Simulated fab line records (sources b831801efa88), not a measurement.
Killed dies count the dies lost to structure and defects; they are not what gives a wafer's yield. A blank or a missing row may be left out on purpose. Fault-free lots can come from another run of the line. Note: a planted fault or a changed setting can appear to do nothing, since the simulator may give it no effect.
What tool caused it? ; flow sky130 ; 39 wafers from 13 lots sampled at 3 of the route's 708 steps

WHAT THE GAUGES SHOWED, per wafer
SKY_CONTACT_RS_MEAS_25: measures by four-point-probe. Usual: CONTACT_W_RS typically reads 0.335 ohm/sq, with standard deviation 0.004.
lot;measured;on;CONTACT_W_RS (ohm/sq);flag
L479;day 31 12:55;film metro-01;0.337 0.337 0.332;
L481;day 32 03:29;film metro-03;0.339 0.334 0.341;
L482;day 32 13:11;film metro-04;0.338 0.336 0.345;
L483;day 32 14:11;film metro-04;0.333 0.334 0.340;
L484;day 33 15:50;film metro-01;0.340 0.329 0.338;
L489;day 35 08:58;film metro-01;0.339 0.338 0.334;
L498;day 38 00:22;film metro-03;0.335 0.330 0.339;
L499;day 38 04:31;film metro-03;0.333 0.335 0.338;
L500;day 38 05:44;film metro-01;0.331 0.343 0.341;
L501;day 38 11:14;film metro-04;0.337 0.340 0.336;

WHICH TOOL RAN EACH LOT (tool, then ch and the chambers of the sampled wafers, then the start)
lot;SKY_SONOS_TUNNEL_STRIP_11;SKY_CONTACT_ETCH_17
L479;wet bench-01 ch 3, day 11 07:01;rie diel-02 ch 0,1,3, day 31 12:04
L481;wet bench-03 ch 0, day 11 21:58;rie diel-02 ch 0,3, day 32 02:36
L482;wet bench-03 ch 1, day 12 04:16;rie diel-03 ch 0,1,3, day 32 12:19
L483;wet bench-02 ch 0, day 12 10:00;rie diel-02 ch 0,2, day 32 13:16
L484;wet bench-02 ch 1, day 13 04:54;rie diel-02 ch 1,3, day 33 14:58
L489;wet bench-01 ch 0, day 15 02:18;rie diel-03 ch 0,1,2, day 35 08:07
L490;wet bench-02 ch 2, day 15 03:52;-
L491;wet bench-03 ch 3, day 15 12:25;-
L492;wet bench-03 ch 3, day 15 17:37;-
L498;wet bench-01 ch 1, day 17 23:04;rie diel-02 ch 1,2, day 37 23:31
L499;wet bench-03 ch 2, day 18 05:32;rie diel-02 ch 1,2, day 38 03:30
L500;wet bench-02 ch 3, day 18 07:52;rie diel-02 ch 1,2, day 38 04:48
L501;wet bench-02 ch 3, day 18 14:52;rie diel-02 ch 2,3, day 38 10:19
- SKY_SONOS_TUNNEL_STRIP_11: strips in SPM, time 600 s.
- SKY_CONTACT_ETCH_17: etches SiO2 in C4F8/O2/Ar, stops on Si3N4, target depth 340 nm.

WHAT THE TOOLS THEMSELVES READ (means of the sampled wafers that have a number; where no wafer has one, the mark that the record gives instead)
SKY_SONOS_TUNNEL_STRIP_11. Usual: bath guard temp C 129.9 C, standard deviation 0.58; bath heat duty pct 15.8 %, standard deviation 1.5; temp c 130.00 C, standard deviation 0.14.
lot;tool;bath guard temp C (C);bath heat duty pct (%);temp c (C);flag
L479;wet bench-01;130.4;16.4;129.87;
L481;wet bench-03;130.0;14.4;130.14;
L482;wet bench-03;129.5;14.1;129.91;
L483;wet bench-02;128.9;18.7;130.04;
L484;wet bench-02;129.5;14.0;130.21;
L489;wet bench-01;131.0;17.9;130.23;
L490;wet bench-02;-;-;-;OFF
L491;wet bench-03;-;-;-;OFF
L492;wet bench-03;-;-;-;OFF
L498;wet bench-01;130.2;13.7;129.86;
L499;wet bench-03;129.3;15.2;129.98;
L500;wet bench-02;130.2;16.2;130.12;
L501;wet bench-02;130.1;15.7;130.04;

SKY_CONTACT_ETCH_17. Usual: chamber pressure mTorr 40.00 mTorr, standard deviation 0.038; oes product au 0.892 a.u., standard deviation 0.0048.
lot;tool;chamber pressure mTorr (mTorr);oes product au (a.u.);flag
L479;rie diel-02;40.01;0.891;
L481;rie diel-02;39.99;0.891;
L482;rie diel-03;40.00;0.887;
L483;rie diel-02;39.99;0.889;
L484;rie diel-02;40.01;0.891;
L489;rie diel-03;40.00;0.894;
L498;rie diel-02;40.04;0.896;
L499;rie diel-02;39.98;0.891;
L500;rie diel-02;40.00;0.888;
L501;rie diel-02;40.01;0.895;

THE ANSWER, worked out from the rows above alone
Rule: take the mean of a lot's wafers that have a number; if it is more than 3 standard deviations from the usual mean, the lot is off. Also off: a lot with no number at a reading for which 4 or more lots have one. The other lots that the step has rows for count as sound. The gauges are gone through in route order, then the tools' own readings, and for those a lot's mean is taken as printed above. At the first step where some lot is off, the reading lying furthest off is the one used; lots without a number count as furthest.
Off: L490, L491, L492 (SKY_SONOS_TUNNEL_STRIP_11, bath guard temp C). Without a number there: L490, L491, L492.
If a tool, at that step or one of the process steps before it, ran each lot that is off and ran no sound lot following the first of them, it fits. None of those tried fits.

WHAT THE SIMULATOR HAD INSERTED
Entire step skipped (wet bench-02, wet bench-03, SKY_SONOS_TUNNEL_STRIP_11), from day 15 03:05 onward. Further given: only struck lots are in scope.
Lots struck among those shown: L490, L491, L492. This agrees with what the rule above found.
